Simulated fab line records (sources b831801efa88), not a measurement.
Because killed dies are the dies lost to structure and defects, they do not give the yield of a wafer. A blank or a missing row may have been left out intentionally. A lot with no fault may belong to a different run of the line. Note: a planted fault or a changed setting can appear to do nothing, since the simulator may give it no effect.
Which tool did it?	flow sky130	39 wafers from 13 lots sampled at 4 of the route's 708 steps

== WHAT EACH GAUGE READ, for each wafer ==
SKY_METAL4_OVL_MEAS_14.
lot	measured	on	METAL4_OVL (nm)
L286	day 42 07:27	overlay-02	7 2 7
L287	day 42 07:48	overlay-01	-3 -7 -10
L290	day 42 19:49	overlay-02	3 2 -6
L291	day 43 03:11	overlay-01	3 2 -5
L292	day 43 10:03	overlay-01	-3 1 6
L293	day 43 17:30	overlay-01	-6 -5 -8
L294	day 44 00:13	overlay-02	-6 -6 -7
L295	day 44 06:36	overlay-02	-1 6 4
L296	day 44 13:25	overlay-01	-3 1 -3
L300	day 45 12:31	overlay-01	-3 -5 -2
L305	day 47 00:01	overlay-02	-7 -9 -13
L306	day 47 06:22	overlay-01	-3 -8 -9
L308	day 47 20:18	overlay-02	3 -2 -4

SKY_VIA4_BOW_MEAS_03.
lot	measured	on	VIA4_BOW (um)
L286	day 42 08:59	film metro-04	81 71 66
L287	day 42 09:35	film metro-03	73 76 84
L290	day 42 21:20	film metro-02	70 66 80
L291	day 43 04:45	film metro-03	74 87 76
L292	day 43 11:37	film metro-02	70 64 61
L293	day 43 19:00	film metro-03	70 72 80
L294	day 44 01:43	film metro-04	68 70 72
L295	day 44 08:06	film metro-04	90 86 90
L296	day 44 15:11	film metro-02	71 76 79
L300	day 45 14:15	film metro-04	75 79 81
L305	day 47 01:33	film metro-02	79 72 75
L306	day 47 07:56	film metro-04	73 75 72
L308	day 47 22:02	film metro-03	62 77 83

== TOOL THAT RAN EACH LOT (tool first, then ch and the chambers of the sampled wafers, then the start) ==
lot	SKY_FIELD_ISO_WET_ETCH_28	SKY_METAL4_METAL_ETCH_18
L286	wet bench-03 ch 0, day 2 15:32	rie metal-04 ch 0,1, day 42 07:38
L287	wet bench-02 ch 1, day 2 17:10	rie metal-03 ch 0,1, day 42 07:59
L290	wet bench-02 ch 2, day 3 08:17	rie metal-04 ch 0,1, day 42 20:02
L291	wet bench-03 ch 0, day 3 12:29	rie metal-04 ch 0,1, day 43 03:25
L292	wet bench-02 ch 3, day 3 16:41	rie metal-01 ch 0,1, day 43 10:14
L293	wet bench-02 ch 1, day 3 21:48	rie metal-01 ch 0,1, day 43 17:41
L294	wet bench-03 ch 0, day 4 04:28	rie metal-04 ch 0,1, day 44 00:24
L295	wet bench-03 ch 3, day 4 09:01	rie metal-01 ch 0,1, day 44 06:47
L296	wet bench-03 ch 3, day 4 14:37	rie metal-01 ch 0,1, day 44 13:36
L300	wet bench-03 ch 0, day 5 10:16	rie metal-01 ch 1, day 45 12:48
L305	wet bench-01 ch 3, day 6 14:50	rie metal-03 ch 0,1, day 47 00:16
L306	wet bench-01 ch 3, day 6 20:34	rie metal-04 ch 0,1, day 47 06:37
L308	wet bench-02 ch 0, day 7 04:46	rie metal-04 ch 1, day 47 20:29
- SKY_FIELD_ISO_WET_ETCH_28: etches SiO2 in dHF, target depth 23.7 nm, time 47 s.
- SKY_METAL4_METAL_ETCH_18: etches the open film in Cl2/BCl3, stops on SiO2, target depth 845 nm, time 183.1 s.

== WHAT THE TOOLS THEMSELVES READ (means of the sampled wafers that have a number; where no wafer has one, the mark that the record gives instead) ==
SKY_FIELD_ISO_WET_ETCH_28.
lot	tool	bath heat duty pct (%)
L286	wet bench-03	6.4
L287	wet bench-02	5.8
L290	wet bench-02	5.8
L291	wet bench-03	6.2
L292	wet bench-02	6.7
L293	wet bench-02	6.0
L294	wet bench-03	6.9
L295	wet bench-03	6.2
L296	wet bench-03	5.5
L300	wet bench-03	6.7
L305	wet bench-01	7.3
L306	wet bench-01	7.6
L308	wet bench-02	5.6

SKY_METAL4_METAL_ETCH_18.
lot	tool	chamber pressure mTorr (mTorr)	drypump motor current A (A)	oes product au (a.u.)	throttle valve pct (%)
L286	rie metal-04	10.006	6.5	0.860	22.259
L287	rie metal-03	10.001	5.4	0.865	22.265
L290	rie metal-04	9.991	6.3	0.874	22.255
L291	rie metal-04	9.998	6.3	0.860	22.268
L292	rie metal-01	10.000	5.6	0.865	22.257
L293	rie metal-01	10.014	5.7	0.863	22.262
L294	rie metal-04	9.996	6.4	0.863	22.252
L295	rie metal-01	10.003	5.7	0.867	22.272
L296	rie metal-01	10.004	5.7	0.867	22.255
L300	rie metal-01	10.011	5.8	0.860	22.273
L305	rie metal-03	10.004	5.4	0.867	22.272
L306	rie metal-04	9.999	6.4	0.870	22.264
L308	rie metal-04	10.000	6.2	0.858	22.261

== THE ANSWER, worked out from the rows above alone ==
Rule: what is usual is taken from the lots themselves. Put in order of their means at a reading, lots are off if they are a third of the lots or fewer, leave a main group of 4 or more, and stand apart from it by a gap of 3 or more times the standard deviation of the main group's means; of several such gaps the widest counts. Not used: any main group whose means are identical at the precision the tables above print for the reading. Also off: a lot with no number at a reading for which 4 or more lots have one. All remaining lots with rows at the step are treated as sound. Order of review: gauges by route order, followed by the tools' own readings, for which a lot's mean as printed above is used. At the first step where some lot is off, the reading lying furthest off is the one used; lots without a number count as furthest.
No lot is off on any of the readings shown, so nothing can be concluded from this.

== WHAT HAD BEEN PUT IN BY THE SIMULATOR ==
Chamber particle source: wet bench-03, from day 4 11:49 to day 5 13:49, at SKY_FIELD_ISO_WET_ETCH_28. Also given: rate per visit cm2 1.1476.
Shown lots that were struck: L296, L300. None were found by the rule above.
